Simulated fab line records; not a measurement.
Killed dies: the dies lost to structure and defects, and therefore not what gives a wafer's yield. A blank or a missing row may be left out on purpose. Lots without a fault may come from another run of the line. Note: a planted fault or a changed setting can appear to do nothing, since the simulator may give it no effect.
Comparing a struck lot with a sound one ; flow gf180mcu ; 34 steps out of a route of 602
Sound: the wafers L812.3, L812.4, L812.5. Wafers L801.2, L801.3, L801.4 were the ones struck. At the end, the cause is stated.
Per side, at each step with rows, come the tool, then ch with its chambers, and then its first start. Under that, the readings that differ: sound wafers ; struck wafers ; difference of the means ; sigmas: that difference in standard deviations of wafers without a fault.
alike: readings whose means differ by less than 2 such deviations, and words and numbers that are the same on both sides. not compared: withheld readings, readings that some wafer has no value for, bounds like >300 that may hide the same value, and numbers for which the record gives no deviation and whose values overlap.
A row with sigmas, a row that says differs or no value, or rows on one side alone: a step with any of these is where the two part. Numbers that don't overlap but have no deviation are shown without sigmas and don't part them. A reading missing from all wafers of one side parts the sides only when that side holds two or more wafers.

GF_HV_LDD_STRIP_22: strips in O2/N2.
  sound on plasma asher-01 ch 0,1, day 15 03:04; struck on plasma asher-03 ch 0,1, day 11 19:41
reading;sound;struck;difference;sigmas
oes product au (a.u.);0.709 0.712 0.719;0.731 0.719 0.722;+0.011;+3
  alike: drypump motor current A, heater power w, strip time to endpoint s
  not compared: rf hours counter h
GF_HV_LDD_TW_MEAS_23:
  sound on film metro-04, day 15 03:09; struck on film metro-03, day 11 19:47
  alike: HV_LDD_2_TW
then, 7 steps without rows for these wafers: GF_HV_LDD_DEHYDRATE_24 (time 60 s); GF_HV_LDD_HMDS_25 (prime time 60 s); GF_HV_LDD_COAT_26 (resist thk 1000 nm); GF_HV_LDD_SOFTBAKE_27 (time 60 s); GF_HV_LDD_EXPOSE_28 (exposes mask Nplus HV AREA, target cd 400 nm); GF_HV_LDD_PEB_29; GF_HV_LDD_DEVELOP_30 (develop time 60 s).
GF_HV_LDD_CD_MEAS_31: the cd target is 400 nm.
  sound on cd sem-02, day 16 00:16; struck on cd sem-02, day 12 14:41
  alike: cd nm
GF_HV_LDD_OVL_MEAS_32:
  sound on overlay-01, day 16 00:22; struck on overlay-02, day 12 14:48
  alike: HV_LDD_02_OVL
then, 1 step without rows for these wafers: GF_HV_LDD_IMPLANT_33.
GF_HV_LDD_IMPLANT_34:
  sound on implanter-04 ch 0, day 16 00:35; struck on implanter-03 ch 0, day 12 15:01
reading;sound;struck;difference;sigmas
dose ions cm2;7.482e+12 7.507e+12 7.496e+12;2.414e+12 2.409e+12 2.42e+12;-5.081e+12;-99 or more
faraday current uA;42.6 41.9 42.1;13.7 13.7 13.4;-28.6;-33
  alike: beam on s
then, 2 steps without rows for these wafers: GF_HV_LDD_IMPLANT_35; GF_HV_LDD_IMPLANT_36.
GF_HV_LDD_STRIP_37: strips in O2/N2.
  sound on plasma asher-01 ch 0,1, day 16 01:01; struck on plasma asher-02 ch 0,1, day 12 15:26
  alike: drypump motor current A, heater power w, oes product au, strip time to endpoint s
  not compared: rf hours counter h
GF_HV_LDD_TW_MEAS_38:
  sound on film metro-03, day 16 01:06; struck on film metro-01, day 12 15:32
  alike: HV_LDD_3_TW
then, 7 steps without rows for these wafers: GF_HV_LDD_DEHYDRATE_39 (time 60 s); GF_HV_LDD_HMDS_40 (prime time 60 s); GF_HV_LDD_COAT_41 (resist thk 1000 nm); GF_HV_LDD_SOFTBAKE_42 (time 60 s); GF_HV_LDD_EXPOSE_43 (exposes mask Pplus HV AREA, target cd 400 nm); GF_HV_LDD_PEB_44; GF_HV_LDD_DEVELOP_45 (develop time 60 s).
GF_HV_LDD_CD_MEAS_46: the cd target is 400 nm.
  sound on cd sem-02, day 16 23:40; struck on cd sem-02, day 13 11:44
  alike: cd nm
GF_HV_LDD_OVL_MEAS_47:
  sound on overlay-01, day 16 23:46; struck on overlay-01, day 13 11:51
  alike: HV_LDD_03_OVL
then, 1 step without rows for these wafers: GF_HV_LDD_IMPLANT_48.
GF_HV_LDD_STRIP_49: strips in O2/N2.
  sound on plasma asher-01 ch 0,1, day 16 23:58; struck on plasma asher-01 ch 0,1, day 13 12:02
reading;sound;struck;difference;sigmas
strip time to endpoint s (s);12.70 12.70 12.67;12.59 12.60 12.62;-0.09;-3
  alike: drypump motor current A, heater power w, oes product au
  not compared: rf hours counter h
GF_HV_LDD_TW_MEAS_50:
  sound on film metro-01, day 17 00:04; struck on film metro-03, day 13 12:08
reading;sound;struck;difference;sigmas
HV_LDD_4_TW;582 582 583;561 563 563;-20;-2
then, 1 step without rows for these wafers: GF_HV_LDD_CLEAN_51 (cleans in SC1/SC2, time 150 s).
GF_HV_LDD_RTA_52: time 10 s.
  sound on rtp anneal-02 ch 0, day 17 00:11; struck on rtp anneal-02 ch 0, day 13 12:15
  alike: anneal temp c max, lamp power pct, wafer_temp_C_max
GF_HV_LDD_RS_MEAS_53: measures by four-point-probe.
  sound on film metro-04, day 17 00:16; struck on film metro-01, day 13 12:20
reading;sound;struck;difference;sigmas
HV_LDD_RS (ohm/sq);418.0 418.7 418.5;433.9 434.0 433.6;+15.4;+20
then, 1 step without rows for these wafers: GF_HV_LDD_CVD_54 (deposits SiO2 from TEOS, target thk 10 nm, time 75 s).
-- the record jumps here: 17 days lie between the struck wafers' starts before and after (it left off in module HV_LDD and takes up again in module PASSIVATION, whose first step shown is number 602 of the route) --
GF_PASSIVATION_PROBE_99:
  only the struck wafers here have rows in the record (prober-01, day 30 06:56); the sound ones have none

WHERE THEY PART
First at GF_HV_LDD_STRIP_22; last, within this record, at GF_PASSIVATION_PROBE_99.

WHY: the cause the simulator had injected
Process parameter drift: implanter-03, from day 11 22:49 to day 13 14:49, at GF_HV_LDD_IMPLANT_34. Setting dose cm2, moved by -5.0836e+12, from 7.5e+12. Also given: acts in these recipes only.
